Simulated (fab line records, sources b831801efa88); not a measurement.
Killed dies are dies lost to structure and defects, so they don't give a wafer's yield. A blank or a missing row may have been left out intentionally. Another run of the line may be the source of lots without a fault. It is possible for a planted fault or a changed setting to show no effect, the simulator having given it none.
Chamber matching	flow gf180mcu	rie-si-01 running GF_STI_ETCH_14: 4 sister chambers
The step etches Si in HBr/Cl2/O2, target depth 360 nm, time 102.9 s. 8 wafers are shown with their chamber, then 7 later ones without.

## EACH WAFER AND ITS CHAMBER
wafer	chamber	run-length-s (s)	rf-fwd-power-W (W)
L691.2	2	131.7	592.6
L693.1	2	131.6	591.1
L695.4	1	131.1	598.3
L698.1	0	131.4	598.1
L698.5	3	131.2	599.1
L698.6	1	130.8	597.5
L699.1	0	131.4	598.2
L699.3	3	131.1	596.3

## WAFERS MISSING THEIR CHAMBER
wafer	run-length-s (s)	rf-fwd-power-W (W)
L699.4	132.0	594.6
L700.1	131.4	596.0
L700.3	131.5	594.0
L700.6	131.3	593.6
L707.6	130.9	592.6
L708.1	131.7	598.8
L708.4	131.2	596.6

## THE CHAMBER EACH PASSED THROUGH
wafer	from the rows above	in truth
L699.4	2	2
L700.1	can't be placed: 0 or 3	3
L700.3	can't be placed: 2 or 0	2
L700.6	can't be placed: 2 or 3 or 0 or 1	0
L707.6	can't be placed: 1 or 3 or 0 or 2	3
L708.1	0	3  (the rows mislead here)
L708.4	can't be placed: 3 or 0 or 1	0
Correct placement for 1 of the 7. These rows do not allow placing 5 (true chamber among the candidates in 5). Number placed wrongly: 1.
How it was worked out, from the rows above alone: a wafer's distance from a chamber is the root of the sum, over the readings, of the square of ((its reading less the chamber's mean) divided by the reading's scatter). If the next closest chamber is less than 2 further off than the closest, the wafer can't be placed; otherwise it belongs to the closest. For every chamber, the mean is computed from those of its wafers that are shown. How the scatter is found: for the shown wafers, subtract from each reading the mean of its chamber, square and add these, divide the total by (wafers less chambers), then take the root.
